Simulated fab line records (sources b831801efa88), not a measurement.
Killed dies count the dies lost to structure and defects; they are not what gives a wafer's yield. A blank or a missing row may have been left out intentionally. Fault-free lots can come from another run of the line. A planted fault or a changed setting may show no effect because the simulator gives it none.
fab line records	flow sky130
[record] lots = 6	wafers = 18	lastDay = 50
route steps=708 shown FIELD_ISO@25 NWELL@32 DNWELL@35 PAD_OPEN@708
lots that met no fault: taken from a fault-free run of the same line
startH: hours from the record's opening day to when the first of the lot's shown wafers began	waitH: time in hours since the lot's previous step	" identical to the entry in the row above	L1.1+2: a single row standing in for several wafers	- no value present, or no start provided	* or withheld: withheld	< > ~ a bound
route shown NAME@n: names a module that has steps shown in the file, with the first one's number in the route	usual: mean and standard deviation over wafers with no fault	same: alike in all rows	chamber/n: place in a boat	sites: each site's reading	_std_site: their standard deviation	_edge_site: mean of outer sites minus mean of inner sites	radiusMm: how far each site lies from the wafer's centre	mask NAME#n: copy n	behind: the tool/chamber that last shaped the wafer	hold: why the lot went on hold/how many hours it stayed there/how the hold came to an end	device: which transistor (n, p or np) failed to switch	end of line: the same wafers' tests at the end of the route	a step given without rows: its recipe and nothing more	killed: at the first sort, the dies lost to defects and structure; wafer yield is something else	map: a wafer's dies, marking killed ones x, the rest . and places with no die _
set.NAME: the setting the step ran with; set.NAME@STEP: the setting that earlier step ran with	model.NAME: the simulator's own value behind a step, which no gauge read
certain route steps with their lots: each step a table, each wafer a row
services: a tool's chamber out of use, with start hour (startH, from the record's first day; less than 0 if before it), hours out, and reason
[[steps]]
[step SKY_FIELD_ISO_CVD_24]
[recipe] material = SiO2	targetThkNm = 595	tempC = 650	sigmaOpenFrac = 0.3	timeS = 99.2	sih4FlowSccm = 60	pressureMtorr = 6
[step SKY_FIELD_ISO_THK_MEAS_25]
[recipe] reads = SiO2_of_FIELD_ISO_CVD_24
[usual] FIELD_ISO_CVD_24_THK = 597/5.8
lot.wafer	tool	chamber	startH	waitH	FIELD_ISO_CVD_24_THK[nm]
L722.1	filmMetro-01	-	38.40	0.0	602
L722.2	"	-	"	"	587
L722.6	"	-	"	"	590
L729.1	filmMetro-04	-	72.79	0.0	603
L729.3	"	-	"	"	597
L729.6	"	-	"	"	607
L733.2	filmMetro-02	-	95.98	0.0	590
L733.3	"	-	"	"	594
L733.6	"	-	"	"	591
L739.1	filmMetro-01	-	124.49	0.1	587
L739.2	"	-	"	"	595
L739.3	"	-	"	"	590
L740.2	filmMetro-02	-	130.35	0.0	592
L740.5	"	-	"	"	594
L740.6	"	-	"	"	586
L743.1	filmMetro-04	-	146.61	0.0	593
L743.2	"	-	"	"	594
L743.4	"	-	"	"	601
[step SKY_FIELD_ISO_ANNEAL_26]
[recipe] tempC = 1000	timeS = 1800	ambient = N2
[step SKY_FIELD_ISO_CMP_27]
[recipe] stopOn = Si3N4	tOverpolishS = 16	downForcePsi = 4	platenRpm = 60	targetThkNm = 457.8	padVelocityMS = 0.94248
[usual] motorCurrentA = 11.6/0.96	overpolishRunS = 16.001/0.0097	timeToEndpointS = 111/3
lot.wafer	tool	chamber	startH	waitH	motorCurrentA	overpolishRunS	timeToEndpointS
L722.1	cmp-01	1	39.96	0.0	10.8	16.007	113
L722.2	"	2	"	"	12.6	16.007	109
L722.6	"	1	"	"	10.9	15.995	113
L729.1	cmp-02	2	75.59	0.0	12.4	16.013	113
L729.3	"	3	"	"	11.4	16.011	107
L729.6	"	3	"	"	11.2	16.023	112
L733.2	cmp-02	3	97.97	0.0	10.8	16.006	108
L733.3	"	1	"	"	10.2	16.000	113
L733.6	"	3	"	"	11.0	16.006	112
L739.3	cmp-02	1	126.10	0.1	10.1	15.985	111
L739.2	"	2	"	"	12.1	15.993	112
L739.1	"	3	"	"	10.7	16.000	106
L740.2	cmp-02	0	131.95	0.1	12.7	16.001	111
L740.6	"	3	"	"	11.2	16.004	108
L740.5	"	0	"	"	12.7	15.989	111
L743.2	cmp-01	3	148.17	0.0	11.3	16.022	108
L743.1	"	0	"	"	12.2	16.011	110
L743.4	"	2	"	"	13.2	16.004	109
[step SKY_FIELD_ISO_WET_ETCH_28]
[recipe] chemistry = dHF	targetDepthNm = 23.7	target = SiO2	dilution = 10:1	tempC = 25	timeS = 47
[step SKY_FIELD_ISO_WET_ETCH_29]
[recipe] chemistry = H3PO4	targetDepthNm = 160	target = Si3N4	tempC = 160	timeS = 1825
[step SKY_FIELD_ISO_WET_ETCH_30]
[recipe] chemistry = dHF	targetDepthNm = 25	target = SiO2	dilution = 10:1	tempC = 25	timeS = 50
[step SKY_NWELL_CLEAN_00]
[recipe] chemistry = SC1/SC2	mix = 1:4:20	tempC = 70	timeS = 150	dry = n2Spin
[step SKY_NWELL_OXIDATION_01]
[recipe] tempC = 900	ambient = O2	stabiliseS = 600	purgeS = 300	targetThkA = 100	oxTimeS = 1418
[step SKY_NWELL_THK_MEAS_02]
[recipe] reads = SiO2_of_NWELL_OXIDATION_01
[usual] NWELL_OXIDATION_THK = 9.90/0.16
lot.wafer	tool	chamber	startH	waitH	NWELL_OXIDATION_THK[nm]
L722.1	filmMetro-03	-	42.97	0.0	9.82
L722.2	"	-	"	"	9.98
L722.6	"	-	"	"	10.05
L729.1	filmMetro-04	-	78.33	0.0	9.94
L729.3	"	-	"	"	9.82
L729.6	"	-	"	"	9.90
L733.2	filmMetro-03	-	100.92	0.0	9.54
L733.3	"	-	"	"	9.51
L733.6	"	-	"	"	9.57
L739.1	filmMetro-03	-	128.43	0.0	9.76
L739.2	"	-	"	"	9.76
L739.3	"	-	"	"	9.89
L740.2	filmMetro-03	-	134.65	0.0	9.95
L740.5	"	-	"	"	10.02
L740.6	"	-	"	"	9.85
L743.1	filmMetro-03	-	150.52	0.0	10.13
L743.2	"	-	"	"	9.95
L743.4	"	-	"	"	10.08
[step SKY_DNWELL_DEHYDRATE_00]
[recipe] tempC = 200	timeS = 60
[step SKY_DNWELL_HMDS_01]
[recipe] primeTimeS = 60	primeTempC = 120
[step SKY_DNWELL_COAT_02]
[recipe] spinRpm = 2000	resistThkNm = 3000
lot.wafer	tool	chamber	startH	waitH	model.coat_of_DNWELL_COAT_02.thkNm
L722.1	lithoTrack-02	0	50.36	0.1	2997
L722.2	"	0	"	"	3007
L722.6	"	0	"	"	3004
L729.1	lithoTrack-01	0	86.60	0.1	3016
L729.3	"	0	"	"	3014
L729.6	"	0	"	"	3015
L733.2	lithoTrack-03	0	109.19	0.1	3009
L733.3	"	0	"	"	3006
L733.6	"	0	"	"	2995
L739.1	lithoTrack-03	0	137.37	0.1	3132
L739.2	"	0	"	"	3123
L739.3	"	0	"	"	3141
L740.2	lithoTrack-03	0	143.74	0.1	3126
L740.5	"	0	"	"	3132
L740.6	"	0	"	"	3130
L743.1	lithoTrack-01	0	159.90	0.1	2998
L743.2	"	0	"	"	3001
L743.4	"	0	"	"	2994
[step SKY_DNWELL_SOFTBAKE_03]
[recipe] tempC = 110	timeS = withheld
[step SKY_DNWELL_EXPOSE_04]
[recipe] maskId = DNM	na = 0.57	targetCdNm = 3000	doseMj = 222
[step SKY_DNWELL_PEB_05]
[recipe] tempC = 115	timeS = withheld
[step SKY_DNWELL_DEVELOP_06]
[recipe] wallAngleDeg = 90	developer = TMAH	developTimeS = 60	devTempC = 23
lot.wafer	tool	chamber	startH	waitH	model.coat_of_DNWELL_COAT_02.thkNm
L722.1	lithoTrack-01	0	-	-	2993
L722.2	"	0	"	"	3003
L722.6	"	0	"	"	2999
L729.1+6	lithoTrack-01	0	-	-	3011
L729.3	"	0	"	"	3010
L733.2	lithoTrack-01	0	-	-	3005
L733.3	"	0	"	"	3002
L733.6	"	0	"	"	2991
L739.1	lithoTrack-02	0	-	-	3128
L739.2	"	0	"	"	3119
L739.3	"	0	"	"	3137
L740.2	lithoTrack-03	0	-	-	3122
L740.5	"	0	"	"	3128
L740.6	"	0	"	"	3126
L743.1	lithoTrack-01	0	-	-	2994
L743.2	"	0	"	"	2996
L743.4	"	0	"	"	2990
[step SKY_DNWELL_IMPLANT_07]
[recipe] species = P	energyKev = withheld	doseCm2 = withheld	tiltDeg = withheld
[step SKY_DNWELL_STRIP_08]
[recipe] chemistry = O2/N2	powerW = 1400	pressureMtorr = 1500	platenTempC = withheld	o2FlowSccm = 3000	n2FlowSccm = 300	overashFraction = 0.5
[usual] drypumpMotorCurrentA = 5.9/0.54	oesProductAu = 0.722/0.0046	stripTimeToEndpointS = 37.00/0.099
[same] overashFraction = 0.5
lot.wafer	tool	chamber	startH	waitH	drypumpMotorCurrentA	oesProductAu	rfHoursCounterH	stripTimeToEndpointS
L722.1	plasmaAsher-03	0	58.35	0.1	6.2	0.723	38	36.88
L722.2	"	1	"	"	5.3	0.716	38	37.01
L722.6	"	1	"	"	5.3	0.715	-	36.96
L729.1	plasmaAsher-04	1	95.75	0.1	6.7	0.723	43	37.08
L729.3	"	0	"	"	5.2	0.717	-	37.08
L729.6	"	1	"	"	6.7	0.723	-	37.09
L733.2	plasmaAsher-02	0	118.00	0.1	5.8	0.711	29	37.02
L733.3	"	0	"	"	5.8	0.724	-	36.98
L733.6	"	1	"	"	6.5	0.714	-	36.85
L739.1	plasmaAsher-04	1	147.46	0.1	6.7	0.716	49	38.43
L739.2	"	0	"	"	5.1	0.726	49	38.34
L739.3	"	0	"	"	5.1	0.727	-	38.52
L740.2	plasmaAsher-03	0	154.23	0.1	6.2	0.714	2	38.37
L740.5	"	1	"	"	5.3	0.728	-	38.44
L740.6	"	0	"	"	6.2	0.713	-	38.42
L743.1	plasmaAsher-02	0	170.35	0.1	5.8	0.728	34	36.88
L743.2	"	1	"	"	6.5	0.721	34	36.92
L743.4	"	1	"	"	6.4	0.728	-	36.84
[step SKY_DNWELL_TW_MEAS_09]
[usual] DNWELL_TW = 1119/11
lot.wafer	tool	chamber	startH	waitH	DNWELL_TW
L722.1	filmMetro-01	-	58.45	0.1	1128
L722.2	"	-	"	"	1133
L722.6	"	-	"	"	1133
L729.1	filmMetro-01	-	95.85	0.1	1124
L729.3	"	-	"	"	1122
L729.6	"	-	"	"	1123
L733.2	filmMetro-03	-	118.11	0.1	1106
L733.3	"	-	"	"	1110
L733.6	"	-	"	"	1109
L739.1	filmMetro-04	-	147.56	0.1	1134
L739.2	"	-	"	"	1125
L739.3	"	-	"	"	1133
L740.2	filmMetro-03	-	154.34	0.1	1099
L740.5	"	-	"	"	1107
L740.6	"	-	"	"	1098
L743.1	filmMetro-04	-	170.45	0.1	1123
L743.2	"	-	"	"	1126
L743.4	"	-	"	"	1124
[step SKY_PAD_OPEN_PROBE_99]
[usual] killed_at_M0_to_M3 = 44/7.4	killed_at_M4_up = 3.1/1.8	killedAtContacts = 24/5.6	killedAtFrontEnd = 15/4.9	killedAtOther = 0.4/0.59	killedDies = 87/9.8	killedOnRim = 17/4	killedOpen = 47/7.2	killedShort = 39/6.8
[same] grossDies = 492	killedAtBackSide = 0
lot.wafer	tool	chamber	startH	waitH	killed_at_M0_to_M3	killed_at_M4_up	killedAtContacts	killedAtFrontEnd	killedAtOther	killedDies	killedOnRim	killedOpen	killedShort	model.etest.resDeepNwell.widthNm
L722.1	prober-02	-	1097.30	0.1	42	4	16	16	1	79	19	35	44	3003
L722.2	prober-02	-	1097.35	0.1	47	0	15	10	0	72	14	37	33	3001
L722.6	prober-02	-	1097.55	0.2	51	3	24	11	0	89	19	49	39	2995
L729.1	prober-01	-	1128.24	0.1	33	7	24	20	2	86	23	43	40	2999
L729.3	prober-01	-	1128.34	0.2	48	1	32	14	1	96	22	52	43	2993
L729.6	prober-01	-	1128.49	0.2	47	8	25	13	0	93	22	52	40	2999
L733.2	prober-01	-	1148.49	0.1	45	3	21	10	0	79	23	47	32	2989
L733.3	prober-01	-	1148.54	0.2	44	3	23	21	0	91	24	52	39	3007
L733.6	prober-01	-	1148.69	0.2	44	4	25	20	2	95	15	50	44	2991
L739.1	prober-01	-	1177.98	0.1	34	3	35	10	1	83	15	51	31	2962
L739.2	prober-01	-	1178.03	0.1	49	3	22	15	0	89	23	47	42	2950
L739.3	prober-01	-	1178.08	0.2	34	3	28	18	1	84	13	55	29	2968
L740.2	prober-02	-	1184.55	0.1	46	6	32	19	0	103	22	52	51	2967
L740.5	prober-02	-	1184.70	0.2	39	0	23	14	0	76	17	41	35	2960
L740.6	prober-02	-	1184.75	0.2	42	4	25	12	0	83	17	42	41	2964
L743.1	prober-01	-	1190.82	0.1	49	7	28	15	0	99	19	57	42	3001
L743.2	prober-01	-	1190.87	0.1	40	1	24	16	1	82	20	46	36	2989
L743.4	prober-01	-	1190.97	0.2	43	2	24	22	0	91	19	48	43	3000
// killed by level:class
L722.1 METAL1:geometricParticle:short=11 METAL2:geometricParticle:short=7 CONTACT:geometricParticle:open=6 VIA1:geometricParticle:short=6 VIA2:geometricParticle:open=5 LI_CONTACT:geometricParticle:open=5 VIA3:geometricParticle:open=5 POLY_GATE:geometricParticle:short=4
L722.2 VIA3:geometricParticle:open=10 VIA1:geometricParticle:open=9 METAL1:geometricParticle:short=6 METAL2:geometricParticle:short=6 LI_CONTACT:geometricParticle:open=5 METAL3:geometricParticle:short=5 CONTACT:geometricParticle:short=3 CONTACT:geometricParticle:open=3
L722.6 VIA1:geometricParticle:open=17 METAL1:geometricParticle:short=10 LI_CONTACT:geometricParticle:open=9 METAL2:geometricParticle:short=6 FIELD_ISO:geometricParticle:open=5 VIA1:geometricParticle:short=4 LOCAL_INTERCONNECT:geometricParticle:short=4 CONTACT:geometricParticle:short=4
L729.1 CONTACT:geometricParticle:open=12 VIA1:geometricParticle:open=7 METAL2:geometricParticle:short=5 METAL4:geometricParticle:short=5 FIELD_ISO:geometricParticle:short=4 POLY_GATE:geometricParticle:open=4 POLY_GATE:geometricParticle:short=4 LI_CONTACT:geometricParticle:open=4
L729.3 LI_CONTACT:geometricParticle:open=10 METAL2:geometricParticle:short=9 VIA3:geometricParticle:open=8 CONTACT:geometricParticle:open=7 VIA2:geometricParticle:open=6 VIA1:geometricParticle:open=6 METAL1:geometricParticle:short=6 LOCAL_INTERCONNECT:geometricParticle:short=5
L729.6 LI_CONTACT:geometricParticle:open=15 VIA1:geometricParticle:open=12 VIA2:geometricParticle:open=7 VIA2:geometricParticle:short=6 METAL4:geometricParticle:short=6 VIA1:geometricParticle:short=5 METAL2:geometricParticle:short=5 POLY_GATE:geometricParticle:open=4
L733.2 VIA1:geometricParticle:open=11 LI_CONTACT:geometricParticle:open=8 VIA3:geometricParticle:open=7 VIA2:geometricParticle:open=4 METAL2:geometricParticle:short=4 POLY_GATE:geometricParticle:open=3 LI_CONTACT:geometricParticle:short=3 LOCAL_INTERCONNECT:geometricParticle:short=3
L733.3 VIA2:geometricParticle:open=9 FIELD_ISO:geometricParticle:short=7 METAL2:geometricParticle:short=7 CONTACT:geometricParticle:open=7 VIA1:geometricParticle:open=7 VIA3:geometricParticle:open=7 FIELD_ISO:geometricParticle:open=6 LI_CONTACT:geometricParticle:open=6
L733.6 VIA3:geometricParticle:open=11 FIELD_ISO:geometricParticle:short=7 CONTACT:geometricParticle:short=7 VIA2:geometricParticle:open=7 LI_CONTACT:geometricParticle:open=6 VIA1:geometricParticle:open=6 CONTACT:geometricParticle:open=5 METAL1:geometricParticle:short=5
L739.1 LI_CONTACT:geometricParticle:open=12 CONTACT:geometricParticle:open=12 VIA1:geometricParticle:open=8 VIA3:geometricParticle:open=6 VIA1:geometricParticle:short=5 VIA3:geometricParticle:short=4 CONTACT:geometricParticle:short=4 VIA2:geometricParticle:open=4
L739.2 VIA1:geometricParticle:open=9 VIA3:geometricParticle:open=9 VIA2:geometricParticle:open=8 VIA2:geometricParticle:short=8 METAL1:geometricParticle:short=7 LI_CONTACT:geometricParticle:open=6 LI_CONTACT:geometricParticle:short=4 LOCAL_INTERCONNECT:geometricParticle:short=4
L739.3 CONTACT:geometricParticle:open=11 FIELD_ISO:geometricParticle:open=8 LI_CONTACT:geometricParticle:open=8 VIA3:geometricParticle:open=8 VIA1:geometricParticle:open=7 CONTACT:geometricParticle:short=5 VIA2:geometricParticle:open=4 METAL1:geometricParticle:short=4
L740.2 CONTACT:geometricParticle:open=11 VIA1:geometricParticle:open=9 VIA3:geometricParticle:open=9 METAL2:geometricParticle:short=8 LOCAL_INTERCONNECT:geometricParticle:short=7 FIELD_ISO:geometricParticle:open=6 CONTACT:geometricParticle:short=6 METAL4:geometricParticle:short=6
L740.5 CONTACT:geometricParticle:open=10 VIA1:geometricParticle:open=8 CONTACT:geometricParticle:short=6 METAL2:geometricParticle:short=6 VIA2:geometricParticle:open=6 FIELD_ISO:geometricParticle:short=5 POLY_GATE:geometricParticle:short=5 LI_CONTACT:geometricParticle:open=5
L740.6 METAL1:geometricParticle:short=11 VIA1:geometricParticle:open=11 LI_CONTACT:geometricParticle:open=8 CONTACT:geometricParticle:short=8 CONTACT:geometricParticle:open=6 VIA3:geometricParticle:open=5 FIELD_ISO:geometricParticle:open=4 METAL2:geometricParticle:short=4
L743.1 VIA1:geometricParticle:open=12 LI_CONTACT:geometricParticle:open=11 METAL1:geometricParticle:short=6 VIA3:geometricParticle:open=6 VIA2:geometricParticle:open=6 CONTACT:geometricParticle:open=5 FIELD_ISO:geometricParticle:short=4 LOCAL_INTERCONNECT:geometricParticle:short=4
L743.2 LI_CONTACT:geometricParticle:open=12 VIA2:geometricParticle:open=8 CONTACT:geometricParticle:open=6 METAL1:geometricParticle:short=5 SPACER:geometricParticle:short=5 VIA1:geometricParticle:open=5 VIA2:geometricParticle:short=5 POLY_GATE:geometricParticle:open=4
L743.4 VIA1:geometricParticle:open=13 VIA2:geometricParticle:open=8 FIELD_ISO:geometricParticle:short=7 CONTACT:geometricParticle:open=6 VIA1:geometricParticle:short=6 VIA3:geometricParticle:open=6 LI_CONTACT:geometricParticle:short=5 LI_CONTACT:geometricParticle:open=5
[[services]]
tool	chamber	startH	hours	kind
cmp-02	-	19.71	11.6	repair
plasmaAsher-03	-	28.11	1.7	repair
plasmaAsher-02	-	30.89	2.1	repair
cmp-02	-	34.72	1.9	repair
cmp-02	-	37.05	5.5	pm
plasmaAsher-02	-	40.11	2.8	pm
lithoTrack-01	-	48.43	-	consumableReplace:filter
cmp-01	-	60.82	5.4	pm
cmp-02	-	64.00	4.0	pm
cmp-02	-	64.57	0.8	repair
cmp-02	-	68.00	-	consumableReplace:conditioner
cmp-02	-	68.00	-	consumableReplace:pad
cmp-01	-	73.81	4.9	repair
plasmaAsher-03	-	92.47	28.1	pm
cmp-02	-	99.86	3.9	repair
cmp-01	-	100.81	0.3	repair
cmp-02	-	119.19	1.5	repair
plasmaAsher-03	-	120.57	9.0	pm
plasmaAsher-03	0	120.57	9.0	ventCycle
plasmaAsher-03	1	120.57	9.0	ventCycle
cmp-02	-	122.06	0.7	repair
plasmaAsher-03	0	129.57	-	clean
plasmaAsher-03	1	129.57	-	clean
[[key]]
[firstSign] step = SKY_DNWELL_STRIP_08	reading = stripTimeToEndpointS	direction = up	sigmas = 14	usual = *	struck = *
effect none on later readings
[modelEffect] step = SKY_DNWELL_COAT_02	value = coat_of_DNWELL_COAT_02.thkNm	without = 3002	struck = 3131
[modelEffect] step = SKY_DNWELL_DEVELOP_06	value = coat_of_DNWELL_COAT_02.thkNm	without = 2998	struck = 3127
[modelEffect] step = SKY_PAD_OPEN_PROBE_99	value = etest.resDeepNwell.widthNm	without = 2981	struck = 2962
metAt SKY_DNWELL_COAT_02
struckWafers L739.1,L739.2,L739.3,L740.2,L740.5,L740.6
testerLeftOut L739,L740
onsetBetween 109.19 137.37
alsoFits SKY_FIELD_ISO_CMP_27:cmp-02
[fault] kind = processParameterDrift	tool = lithoTrack-03	chamber = -	onsetH = 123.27	steps = SKY_DNWELL_COAT_02	channel = resistThkNm	offset = 128.81	shape = step	endH = 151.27	actsIn = theseRecipesOnly	stated = 3000
// testerLeftOut: of these lots the tester's yield and bins aren't shown, on N5 and GAA mostly nor the transistor test; their killed dies are dies lost to structure and defects alone, not to doping, threshold or leakage, so they don't give the yield
